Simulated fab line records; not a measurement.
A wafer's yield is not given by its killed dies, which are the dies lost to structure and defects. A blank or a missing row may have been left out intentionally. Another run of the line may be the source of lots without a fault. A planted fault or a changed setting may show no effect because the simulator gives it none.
Which of the tools did it? + flow sky130 + 15 lots, 45 wafers sampled, at 1 step of a route of 708

## WHAT THE GAUGES READ, wafer by wafer
SKY_VIA1_BOW_MEAS_03. Usual: for VIA1_BOW the level is 82 um and the standard deviation is 7.2.
| lot  | measured     | on           | VIA1_BOW (um) | flag |
|------|--------------|--------------|---------------|------|
| L646 | day 32 21:39 | filmMetro-04 | 93 79 88      |      |
| L647 | day 33 07:10 | filmMetro-01 | 80 80 93      |      |
| L648 | day 33 15:22 | filmMetro-04 | 96 78 81      |      |
| L649 | day 34 05:35 | filmMetro-02 | 83 80 71      |      |
| L651 | day 34 16:05 | filmMetro-02 | 86 87 96      |      |
| L652 | day 35 01:26 | filmMetro-01 | 86 78 81      |      |
| L654 | day 35 11:31 | filmMetro-01 | 82 84 79      |      |
| L655 | day 35 19:19 | filmMetro-04 | 90 98 92      |      |
| L656 | day 36 03:39 | filmMetro-02 | 85 77 83      |      |
| L662 | day 38 04:11 | filmMetro-01 | 76 75 83      |      |
| L663 | day 38 07:38 | filmMetro-04 | 79 80 80      |      |
| L664 | day 38 08:55 | filmMetro-01 | 82 91 95      |      |
| L667 | day 39 15:10 | filmMetro-01 | 79 85 83      |      |
| L668 | day 39 18:23 | filmMetro-01 | 69 87 86      |      |
| L669 | day 40 09:37 | filmMetro-01 | 78 72 80      |      |

## WHAT TOOL EACH LOT RAN ON (gives the tool, then ch and the chambers of the sampled wafers, and finally the start)
There is no process step in the record ahead of these readings.

## AS READ BY THE TOOLS THEMSELVES (means over the sampled wafers that have a number; for cases with no such wafer, the mark the record gives instead)
The record holds no such reading with a usual standard deviation.

## THE ANSWER, worked out from the rows above alone
Rule: lot off if the mean of its wafers having a number is beyond 3 standard deviations from the usual mean. A lot without any number at a reading at which 4 lots or more have one is off too. Where the step has rows for the other lots, those lots are counted as sound. Order of review: gauges by route order, followed by the tools' own readings, for which a lot's mean as printed above is used. The first step at which some lot is off is used, and at that step the reading that is off furthest; a lot without a number counts as furthest.
No lot is off on any of the readings shown, so nothing can be concluded from this.

## WHAT HAD BEEN PUT IN BY THE SIMULATOR
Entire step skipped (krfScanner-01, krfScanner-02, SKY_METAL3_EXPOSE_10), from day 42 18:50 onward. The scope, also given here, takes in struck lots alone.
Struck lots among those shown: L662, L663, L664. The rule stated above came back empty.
